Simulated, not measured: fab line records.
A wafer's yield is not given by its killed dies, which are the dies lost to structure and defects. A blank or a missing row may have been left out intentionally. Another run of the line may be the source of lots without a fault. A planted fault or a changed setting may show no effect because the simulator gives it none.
Chamber matching || flow gf180mcu || GF_V5_CVD_02 on pecvd-01 has 3 sister chambers
The step deposits SiO2 from TEOS, target thk 1450 nm, time 163.28 s. 6 wafers are shown with their chamber, then 10 later ones without.

WAFERS WITH THEIR CHAMBER
{"wafer": "L084.5", "chamber": 1, "heater_power_w (W)": 809}
{"wafer": "L088.4", "chamber": 2, "heater_power_w (W)": 599}
{"wafer": "L089.5", "chamber": 0, "heater_power_w (W)": 428}
{"wafer": "L089.6", "chamber": 2, "heater_power_w (W)": 599}
{"wafer": "L091.1", "chamber": 1, "heater_power_w (W)": 732}
{"wafer": "L091.2", "chamber": 0, "heater_power_w (W)": 511}

WAFERS WHOSE CHAMBER IS MISSING
{"wafer": "L091.3", "heater_power_w (W)": 655}
{"wafer": "L091.4", "heater_power_w (W)": 721}
{"wafer": "L091.5", "heater_power_w (W)": 826}
{"wafer": "L091.6", "heater_power_w (W)": 424}
{"wafer": "L094.1", "heater_power_w (W)": 795}
{"wafer": "L094.5", "heater_power_w (W)": 605}
{"wafer": "L094.6", "heater_power_w (W)": 652}
{"wafer": "L097.1", "heater_power_w (W)": 764}
{"wafer": "L097.3", "heater_power_w (W)": 486}
{"wafer": "L097.4", "heater_power_w (W)": 836}

WHICH CHAMBER EACH WENT THROUGH
{"wafer": "L091.3", "from the rows above": "can't be placed: 2 or 1", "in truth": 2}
{"wafer": "L091.4", "from the rows above": "can't be placed: 1 or 2", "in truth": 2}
{"wafer": "L091.5", "from the rows above": 1, "in truth": 1}
{"wafer": "L091.6", "from the rows above": 0, "in truth": 0}
{"wafer": "L094.1", "from the rows above": 1, "in truth": 1}
{"wafer": "L094.5", "from the rows above": 2, "in truth": 2}
{"wafer": "L094.6", "from the rows above": "can't be placed: 2 or 1", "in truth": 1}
{"wafer": "L097.1", "from the rows above": 1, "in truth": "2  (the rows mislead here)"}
{"wafer": "L097.3", "from the rows above": 0, "in truth": 0}
{"wafer": "L097.4", "from the rows above": 1, "in truth": 1}
Correct placement for 6 of the 10. Not placeable from these rows: 3 (in 3, the candidates include the true chamber). Wrongly placed: 1.
How it was worked out, from the rows above alone: a wafer's distance from a chamber is the root of the sum, over the readings, of the square of ((its reading less the chamber's mean) divided by the reading's scatter). If the next closest chamber is less than 2 further off than the closest, the wafer can't be placed; otherwise it belongs to the closest. The mean given for a chamber averages the wafers shown for that chamber. How the scatter is found: for the shown wafers, subtract from each reading the mean of its chamber, square and add these, divide the total by (wafers less chambers), then take the root.
